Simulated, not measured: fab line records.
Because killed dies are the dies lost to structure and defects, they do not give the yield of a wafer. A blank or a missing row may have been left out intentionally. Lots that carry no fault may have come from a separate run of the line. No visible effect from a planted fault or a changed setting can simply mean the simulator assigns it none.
One fault through the eyes of 2 desks | flow sky130 | each desk has only its own numbers; what lay behind them comes last

## TOOL OWNER'S DESK, hdpcvd-01
The tool's own readings at SKY_FIELD_ISO_CVD_24 (deposits SiO2, target thk 595 nm, time 99.2 s): means of the sampled wafers that have a number, for each lot that ran on this tool. Any lot whose mean is over 4 standard deviations away from the usual mean is out of limits and marked OUT; that distance is given in the brackets.
Columns: A = sih4-flow-sccm at SKY_FIELD_ISO_CVD_24, usual 59.98 sccm
lot  | first seen here | A
L816 | day 2 11:01     | 60.10
L820 | day 3 06:14     | 59.83
L821 | day 3 10:37     | 59.95
L829 | day 5 07:31     | 60.15
L831 | day 5 12:52     | 60.04
Finding of this desk: none of the 5 lots has anything out of limits.

## METROLOGY DESK
Means of the sampled wafers that have a number, per lot and without regard to the tool the lot ran on: this is what the gauges read. Any lot whose mean is over 4 standard deviations away from the usual mean is out of limits and marked OUT; that distance is given in the brackets.
Columns: A = PASSIVATION_CVD_00_THK at SKY_PASSIVATION_THK_MEAS_01, usual 91.3 nm
lot  | first seen here | A
L818 | day 45 09:53    | 91.2
L817 | day 45 12:35    | 90.6
L816 | day 45 12:44    | 90.9
L820 | day 45 12:55    | 90.8
L819 | day 45 13:17    | 91.3
L821 | day 45 13:17    | 91.0
L829 | day 47 11:17    | 91.8
L831 | day 48 00:52    | 92.4
L830 | day 48 05:24    | 91.6
L839 | day 49 08:19    | 91.6
L836 | day 49 08:24    | 91.4
Finding of this desk: none of the 11 lots has anything out of limits.

## TAKEN TOGETHER
Nothing out of limits was seen by the tool owner's desk.
Metrology desk: nothing out of limits seen.

## WHAT THE SIMULATOR HAD PUT IN
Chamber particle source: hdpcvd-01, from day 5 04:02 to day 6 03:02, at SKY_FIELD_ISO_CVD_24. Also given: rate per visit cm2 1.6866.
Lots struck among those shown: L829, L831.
